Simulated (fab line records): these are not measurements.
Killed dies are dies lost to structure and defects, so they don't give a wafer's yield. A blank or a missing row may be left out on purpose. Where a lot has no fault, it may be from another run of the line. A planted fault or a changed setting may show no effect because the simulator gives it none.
fab line records ; flow sky130
[record] lots = 10; wafers = 30; last_day = 50
route steps=708 shown NWELL@81 SD_N@351 LI_CONTACT@375
lots untouched by any fault: they come from a run of this same line in which no faults occurred
start_h: the number of hours between the record's first day and the start of the first shown wafer of the lot ; wait_h: hours since the lot's step before ; " the same as in the row above ; L1.1+2: a single row standing in for several wafers ; - no value, or no start was given ; * or withheld: withheld ; < > ~ a bound
route shown NAME@n: a module of which the file shows steps, and the number in the route of the first ; usual: the fault-free wafers' mean and standard deviation ; same: alike in all rows ; chamber/n: place in a boat ; sites: readings site by site ; _std_site: standard deviation of those values ; _edge_site: mean of outer sites minus mean of inner sites ; radius_mm: for every site, how far away it sits from the centre of the wafer ; mask NAME#n: copy n ; behind: the last tool/chamber to shape the wafer ; hold: what put the lot on hold/how long, in hours/how the hold closed ; device: the transistor (n, p or np) that didn't switch ; end of line: the route-end tests of the same wafers ; a step without rows: its recipe alone ; killed: dies that structure and defects cost at the first sort, which is not the same as the wafer's yield ; map: the dies of a wafer, with x for killed, . for not killed, _ for no die there
set.NAME: setting as actually run; set.NAME@STEP: the setting as run at that earlier step ; model.NAME: the simulator's own value behind a step, which no gauge read
the route's steps for a sample of lots (tables are steps, rows are wafers)
services: from which hour (start_h, from the record's first day; less than 0 if before it) a tool's chamber was out of use, for how many hours, and why
[[steps]]
[step SKY_NWELL_RTA_28]
[recipe] temp_c = 1050; time_s = 30; idle_temp_c = 650; ramp_up_c_per_s = 150; ramp_down_c_per_s = 90; ambient = N2
[usual] lamp_power_pct = 25.31/0.049; ramp_down_c_per_s = 90.000/0.015; wafer_temp_C_max = 1054.7/0.92
lot.wafer;tool;chamber;start_h;wait_h;lamp_power_pct;ramp_down_c_per_s;wafer_temp_C_max
L492.1;rtp_anneal-01;0;106.13;0.0;25.46;90.011;1056.3
L492.4;rtp_anneal-01;0;106.13;0.0;25.31;89.990;1054.3
L492.6;rtp_anneal-01;0;106.13;0.0;25.23;90.000;1054.3
L496.2;rtp_anneal-02;0;129.88;0.0;25.21;89.990;1052.8
L496.5;rtp_anneal-02;0;129.88;0.0;25.38;90.003;1054.6
L496.6;rtp_anneal-02;0;129.88;0.0;25.29;89.997;1055.4
L501.2;rtp_anneal-02;0;158.82;0.0;25.36;90.012;1055.8
L501.3;rtp_anneal-02;0;158.82;0.0;25.33;90.015;1057.1
L501.6;rtp_anneal-02;0;158.82;0.0;25.28;90.016;1055.0
L504.1;rtp_anneal-02;0;177.51;0.0;25.31;90.041;1054.3
L504.4;rtp_anneal-02;0;177.51;0.0;25.36;89.975;1054.9
L504.5;rtp_anneal-02;0;177.51;0.0;25.37;89.990;1055.3
L507.1;rtp_anneal-01;0;196.69;0.0;25.30;90.014;1054.1
L507.2;rtp_anneal-01;0;196.69;0.0;25.29;90.001;1053.9
L507.5;rtp_anneal-01;0;196.69;0.0;25.30;89.991;1054.4
L509.1;rtp_anneal-01;0;212.66;0.0;25.28;89.998;1054.6
L509.3;rtp_anneal-01;0;212.66;0.0;25.35;90.006;1053.3
L509.5;rtp_anneal-01;0;212.66;0.0;25.23;90.007;1056.3
L510.2;rtp_anneal-01;0;216.01;0.0;25.23;89.982;1055.2
L510.4;rtp_anneal-01;0;216.01;0.0;25.41;90.005;1055.6
L510.5;rtp_anneal-01;0;216.01;0.0;25.29;90.011;1057.3
L512.1;rtp_anneal-02;0;227.34;0.0;25.27;89.985;1054.9
L512.4;rtp_anneal-02;0;227.34;0.0;25.34;89.968;1054.0
L512.5;rtp_anneal-02;0;227.34;0.0;25.23;90.015;1054.6
L513.1;rtp_anneal-02;0;235.16;0.0;25.32;90.046;1054.6
L513.2;rtp_anneal-02;0;235.16;0.0;25.38;90.010;1055.2
L513.4;rtp_anneal-02;0;235.16;0.0;25.32;90.007;1055.4
L515.2;rtp_anneal-02;0;245.32;0.0;25.29;89.991;1055.3
L515.4;rtp_anneal-02;0;245.32;0.0;25.25;89.994;1054.5
L515.5;rtp_anneal-02;0;245.32;0.0;25.25;89.998;1053.9
[step SKY_SD_N_IMPLANT_09]
[recipe] species = As; energy_kev = 50; dose_cm2 = 4e+15; tilt_deg = 0
[usual] beam_energy_keV = 50.003/0.015
lot.wafer;tool;chamber;start_h;wait_h;beam_energy_keV
L492.1;implanter-03;0;653.85;0.0;50.019
L492.4;implanter-03;0;653.85;0.0;49.987
L492.6;implanter-03;0;653.85;0.0;49.983
L496.2;implanter-03;0;691.16;0.0;49.989
L496.5;implanter-03;0;691.16;0.0;50.017
L496.6;implanter-03;0;691.16;0.0;50.015
L501.2;implanter-03;0;732.31;0.0;63.211
L501.3;implanter-03;0;732.31;0.0;63.191
L501.6;implanter-03;0;732.31;0.0;63.211
L504.1;implanter-03;0;749.65;0.0;63.177
L504.4;implanter-03;0;749.65;0.0;63.195
L504.5;implanter-03;0;749.65;0.0;63.173
L507.1;implanter-01;0;772.75;0.0;50.006
L507.2;implanter-01;0;772.75;0.0;49.976
L507.5;implanter-01;0;772.75;0.0;49.999
L510.2;implanter-01;0;796.88;0.0;50.016
L510.4;implanter-01;0;796.88;0.0;50.005
L510.5;implanter-01;0;796.88;0.0;50.023
L509.1;implanter-01;0;798.40;0.0;50.001
L509.3;implanter-01;0;798.40;0.0;50.001
L509.5;implanter-01;0;798.40;0.0;49.980
L512.1;implanter-03;0;807.98;0.0;50.004
L512.4;implanter-03;0;807.98;0.0;50.023
L512.5;implanter-03;0;807.98;0.0;50.034
L513.1;implanter-03;0;814.55;0.0;50.027
L513.2;implanter-03;0;814.55;0.0;50.002
L513.4;implanter-03;0;814.55;0.0;50.021
L515.2;implanter-01;0;828.86;0.0;50.020
L515.4;implanter-01;0;828.86;0.0;50.014
L515.5;implanter-01;0;828.86;0.0;50.008
[step SKY_SD_N_STRIP_11]
[recipe] chemistry = O2/N2; power_w = 1400; pressure_mtorr = 1500; platen_temp_c = withheld; o2_flow_sccm = 2930; n2_flow_sccm = 300; overash_fraction = 0.5
[usual] drypump_motor_current_A = 5.8/0.39; oes_product_au = 0.527/0.0044; strip_time_to_endpoint_s = 22.58/0.039
lot.wafer;tool;chamber;start_h;wait_h;drypump_motor_current_A;oes_product_au;rf_hours_counter_h;strip_time_to_endpoint_s
L492.1;plasma_asher-04;1;654.15;0.1;5.7;0.518;83;22.60
L492.4;plasma_asher-04;0;654.15;0.1;5.3;0.524;-;22.62
L492.6;plasma_asher-04;1;654.15;0.1;5.7;0.528;-;22.57
L496.2;plasma_asher-04;0;691.43;0.1;5.3;0.537;87;22.51
L496.5;plasma_asher-04;0;691.43;0.1;5.3;0.529;-;22.54
L496.6;plasma_asher-04;1;691.43;0.1;5.7;0.527;-;22.55
L501.2;plasma_asher-03;1;732.58;0.1;6.1;0.504;104;24.57
L501.3;plasma_asher-03;0;732.58;0.1;5.9;0.505;-;24.56
L501.6;plasma_asher-03;1;732.58;0.1;6.1;0.508;-;24.52
L504.1;plasma_asher-03;0;749.95;0.1;5.9;0.496;1;24.55
L504.4;plasma_asher-03;1;749.95;0.1;6.1;0.509;-;24.58
L504.5;plasma_asher-03;1;749.95;0.1;6.1;0.508;-;24.53
L507.1;plasma_asher-03;0;773.05;0.1;5.9;0.523;3;22.54
L507.2;plasma_asher-03;1;773.05;0.1;6.1;0.526;3;22.52
L507.5;plasma_asher-03;1;773.05;0.1;6.1;0.529;-;22.54
L510.2;plasma_asher-01;1;797.15;0.1;5.2;0.520;37;22.63
L510.4;plasma_asher-01;0;797.15;0.1;6.3;0.523;-;22.61
L510.5;plasma_asher-01;0;797.15;0.1;6.3;0.537;-;22.66
L509.1;plasma_asher-03;0;798.70;0.1;6.0;0.524;5;22.57
L509.3;plasma_asher-03;0;798.70;0.1;5.9;0.519;-;22.61
L509.5;plasma_asher-03;1;798.70;0.1;6.1;0.529;-;22.64
L512.1;plasma_asher-04;1;808.28;0.1;5.7;0.529;99;22.63
L512.4;plasma_asher-04;0;808.28;0.1;5.3;0.521;-;22.61
L512.5;plasma_asher-04;0;808.28;0.1;5.3;0.529;-;22.61
L513.1;plasma_asher-03;0;814.85;0.1;5.9;0.539;7;22.58
L513.2;plasma_asher-03;1;814.85;0.1;6.1;0.530;7;22.57
L513.4;plasma_asher-03;1;814.85;0.1;6.1;0.531;-;22.62
L515.2;plasma_asher-01;1;829.13;0.1;5.2;0.525;40;22.60
L515.4;plasma_asher-01;1;829.13;0.1;5.2;0.531;-;22.59
L515.5;plasma_asher-01;0;829.13;0.1;6.3;0.529;-;22.59
[step SKY_SD_N_TW_MEAS_12]
[usual] SD_N_TW = 3967/56
lot.wafer;tool;chamber;start_h;wait_h;SD_N_TW
L492.1;film_metro-01;-;654.25;0.1;4047
L492.4;film_metro-01;-;654.25;0.1;4059
L492.6;film_metro-01;-;654.25;0.1;4058
L496.2;film_metro-03;-;691.54;0.1;3906
L496.5;film_metro-03;-;691.54;0.1;3907
L496.6;film_metro-03;-;691.54;0.1;3895
L501.2;film_metro-01;-;732.69;0.1;4293
L501.3;film_metro-01;-;732.69;0.1;4301
L501.6;film_metro-01;-;732.69;0.1;4284
L504.1;film_metro-03;-;750.05;0.1;4157
L504.4;film_metro-03;-;750.05;0.1;4157
L504.5;film_metro-03;-;750.05;0.1;4173
L507.1;film_metro-03;-;773.15;0.1;3916
L507.2;film_metro-03;-;773.15;0.1;3911
L507.5;film_metro-03;-;773.15;0.1;3907
L510.2;film_metro-01;-;797.26;0.1;4010
L510.4;film_metro-01;-;797.26;0.1;4008
L510.5;film_metro-01;-;797.26;0.1;3989
L509.1;film_metro-03;-;798.80;0.1;3920
L509.3;film_metro-03;-;798.80;0.1;3938
L509.5;film_metro-03;-;798.80;0.1;3873
L512.1;film_metro-01;-;808.38;0.1;4007
L512.4;film_metro-01;-;808.38;0.1;3998
L512.5;film_metro-01;-;808.38;0.1;3989
L513.1;film_metro-03;-;814.95;0.1;3917
L513.2;film_metro-03;-;814.95;0.1;3938
L513.4;film_metro-03;-;814.95;0.1;3930
L515.2;film_metro-02;-;829.24;0.1;3979
L515.4;film_metro-02;-;829.24;0.1;4007
L515.5;film_metro-02;-;829.24;0.1;4004
[step SKY_SD_N_RTA_14]
[recipe] temp_c = 1075; time_s = 2; idle_temp_c = 650; ramp_up_c_per_s = 150; ramp_down_c_per_s = 90; ambient = N2
[usual] lamp_power_pct = 15.74/0.053; ramp_down_c_per_s = 89.999/0.016; wafer_temp_C_max = 1078.3/1.4
lot.wafer;tool;chamber;start_h;wait_h;lamp_power_pct;ramp_down_c_per_s;wafer_temp_C_max
L492.1;rtp_anneal-01;0;654.41;0.0;15.67;89.998;1077.8
L492.4;rtp_anneal-01;0;654.41;0.0;15.69;89.989;1077.3
L492.6;rtp_anneal-01;0;654.41;0.0;15.79;89.975;1077.8
L496.2;rtp_anneal-01;0;691.65;0.0;15.76;90.019;1077.3
L496.5;rtp_anneal-01;0;691.65;0.0;15.78;90.008;1077.9
L496.6;rtp_anneal-01;0;691.65;0.0;15.69;89.985;1075.7
L501.2;rtp_anneal-02;0;732.80;0.0;15.62;89.989;1079.7
L501.3;rtp_anneal-02;0;732.80;0.0;15.73;90.005;1077.4
L501.6;rtp_anneal-02;0;732.80;0.0;15.81;90.014;1078.8
L504.1;rtp_anneal-01;0;750.16;0.0;15.74;90.023;1077.5
L504.4;rtp_anneal-01;0;750.16;0.0;15.71;89.985;1077.4
L504.5;rtp_anneal-01;0;750.16;0.0;15.82;89.985;1081.8
L507.1;rtp_anneal-01;0;773.26;0.0;15.70;90.007;1076.8
L507.2;rtp_anneal-01;0;773.26;0.0;15.79;89.998;1075.5
L507.5;rtp_anneal-01;0;773.26;0.0;15.80;89.987;1076.7
L510.2;rtp_anneal-01;0;797.37;0.0;15.63;89.993;1076.5
L510.4;rtp_anneal-01;0;797.37;0.0;15.79;89.991;1076.3
L510.5;rtp_anneal-01;0;797.37;0.0;15.81;89.980;1077.2
L509.1;rtp_anneal-02;0;798.91;0.0;15.73;89.994;1078.6
L509.3;rtp_anneal-02;0;798.91;0.0;15.82;90.011;1079.7
L509.5;rtp_anneal-02;0;798.91;0.0;15.79;90.003;1083.1
L512.1;rtp_anneal-02;0;808.50;0.0;15.82;90.016;1077.3
L512.4;rtp_anneal-02;0;808.50;0.0;15.81;90.008;1078.4
L512.5;rtp_anneal-02;0;808.50;0.0;15.76;90.000;1076.9
L513.1;rtp_anneal-01;0;815.06;0.0;15.67;89.984;1080.2
L513.2;rtp_anneal-01;0;815.06;0.0;15.78;89.976;1079.1
L513.4;rtp_anneal-01;0;815.06;0.0;15.71;90.002;1078.7
L515.2;rtp_anneal-01;0;829.35;0.0;15.71;90.013;1079.5
L515.4;rtp_anneal-01;0;829.35;0.0;15.70;89.992;1079.9
L515.5;rtp_anneal-01;0;829.35;0.0;15.82;90.018;1077.6
[step SKY_SD_N_RS_MEAS_16]
[recipe] thk_meas_gauge = four-point-probe
[usual] SD_N_RS = 68.55/0.12
lot.wafer;tool;chamber;start_h;wait_h;SD_N_RS[ohm/sq]
L492.1;film_metro-03;-;654.59;0.1;68.43
L492.4;film_metro-03;-;654.59;0.1;68.41
L492.6;film_metro-03;-;654.59;0.1;68.35
L496.2;film_metro-02;-;691.84;0.1;68.74
L496.5;film_metro-02;-;691.84;0.1;68.82
L496.6;film_metro-02;-;691.84;0.1;68.68
L501.2;film_metro-01;-;732.99;0.1;60.46
L501.3;film_metro-01;-;732.99;0.1;60.29
L501.6;film_metro-01;-;732.99;0.1;60.40
L504.1;film_metro-02;-;750.34;0.1;60.44
L504.4;film_metro-02;-;750.34;0.1;60.43
L504.5;film_metro-02;-;750.34;0.1;60.53
L507.1;film_metro-01;-;773.44;0.1;68.60
L507.2;film_metro-01;-;773.44;0.1;68.61
L507.5;film_metro-01;-;773.44;0.1;68.58
L510.2;film_metro-02;-;797.55;0.1;68.74
L510.4;film_metro-02;-;797.55;0.1;68.68
L510.5;film_metro-02;-;797.55;0.1;68.69
L509.1;film_metro-02;-;799.08;0.1;68.64
L509.3;film_metro-02;-;799.08;0.1;68.66
L509.5;film_metro-02;-;799.08;0.1;68.34
L512.1;film_metro-03;-;808.67;0.1;68.52
L512.4;film_metro-03;-;808.67;0.1;68.49
L512.5;film_metro-03;-;808.67;0.1;68.67
L513.1;film_metro-02;-;815.24;0.1;68.62
L513.2;film_metro-02;-;815.24;0.1;68.62
L513.4;film_metro-02;-;815.24;0.1;68.59
L515.2;film_metro-01;-;829.54;0.1;68.40
L515.4;film_metro-01;-;829.54;0.1;68.35
L515.5;film_metro-01;-;829.54;0.1;68.51
[step SKY_LI_CONTACT_OVL_MEAS_13]
[usual] LI_CONTACT_OVL = 3/5.7
lot.wafer;tool;chamber;start_h;wait_h;LI_CONTACT_OVL[nm]
L492.1;overlay-01;-;684.32;0.1;13
L492.4;overlay-01;-;684.32;0.1;11
L492.6;overlay-01;-;684.32;0.1;9
L496.2;overlay-01;-;720.52;0.1;10
L496.5;overlay-01;-;720.52;0.1;10
L496.6;overlay-01;-;720.52;0.1;6
L501.2;overlay-01;-;761.44;0.1;-3
L501.3;overlay-01;-;761.44;0.1;-2
L501.6;overlay-01;-;761.44;0.1;-3
L504.1;overlay-02;-;778.77;0.1;10
L504.4;overlay-02;-;778.77;0.1;5
L504.5;overlay-02;-;778.77;0.1;9
L507.1;overlay-02;-;801.49;0.1;-2
L507.2;overlay-02;-;801.49;0.1;-7
L507.5;overlay-02;-;801.49;0.1;-9
L510.2;overlay-01;-;825.44;0.1;8
L510.4;overlay-01;-;825.44;0.1;9
L510.5;overlay-01;-;825.44;0.1;6
L509.1;overlay-01;-;827.09;0.1;3
L509.3;overlay-01;-;827.09;0.1;-3
L509.5;overlay-01;-;827.09;0.1;1
L512.1;overlay-02;-;836.64;0.1;2
L512.4;overlay-02;-;836.64;0.1;-1
L512.5;overlay-02;-;836.64;0.1;-1
L513.1;overlay-01;-;843.14;0.1;3
L513.2;overlay-01;-;843.14;0.1;7
L513.4;overlay-01;-;843.14;0.1;8
L515.2;overlay-01;-;857.37;0.1;-2
L515.4;overlay-01;-;857.37;0.1;5
L515.5;overlay-01;-;857.37;0.1;6
[[services]]
tool;chamber;start_h;hours;kind
implanter-03;-;88.00;25.4;repair
plasma_asher-03;-;90.22;2.8;pm
implanter-01;-;118.86;3.7;pm
plasma_asher-03;-;135.51;0.8;repair
implanter-01;-;157.12;7.8;repair
implanter-03;-;185.34;0.8;repair
implanter-03;-;191.56;2.5;pm
rtp_anneal-01;-;206.03;3.1;pm
plasma_asher-04;-;311.88;2.5;repair
implanter-01;-;414.37;4.4;repair
implanter-03;-;494.49;1.8;repair
plasma_asher-03;-;529.27;11.5;repair
implanter-03;-;541.24;30.4;repair
implanter-01;-;596.49;1.7;repair
implanter-01;-;608.08;3.3;pm
rtp_anneal-02;-;666.87;4.1;pm
implanter-01;-;680.62;4.9;repair
implanter-03;-;681.33;4.5;pm
implanter-01;-;721.43;0.9;repair
implanter-01;-;725.50;16.0;pm
implanter-03;-;725.93;3.5;repair
plasma_asher-03;-;733.75;9.0;pm
rtp_anneal-02;-;757.52;6.0;pm
implanter-03;-;821.12;1.9;repair
[[key]]
[first_sign] step = SKY_SD_N_IMPLANT_09; reading = beam_energy_keV; direction = up; sigmas = 99+; usual = *; struck = *
[effect] step = SKY_SD_N_STRIP_11; reading = strip_time_to_endpoint_s; direction = up; sigmas = 51; usual = *; struck = *
[effect] step = SKY_SD_N_TW_MEAS_12; reading = SD_N_TW; direction = up; sigmas = 4.6; usual = 3967; struck = 4227
[effect] step = SKY_SD_N_RS_MEAS_16; reading = SD_N_RS; direction = down; sigmas = 71; usual = 68.55; struck = 60.42
met_at SKY_SD_N_IMPLANT_09
struck_lots L501,L504
tester_left_out L501,L504
not_acting_at SKY_NWELL_RTA_28,SKY_SD_N_RTA_14,SKY_LI_CONTACT_OVL_MEAS_13
onset_between 691.16 732.31
[fault] kind = process_parameter_drift; tool = implanter-03; chamber = -; onset_h = 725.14; steps = SKY_SD_N_IMPLANT_09; channel = energy_kev; offset = *; shape = step; end_h = 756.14; acts_in = *; stated = *
// tester_left_out: of these lots the tester's yield and bins aren't shown, on N5 and GAA mostly nor the transistor test; their killed dies are dies lost to structure and defects alone, not to doping, threshold or leakage, so they don't give the yield
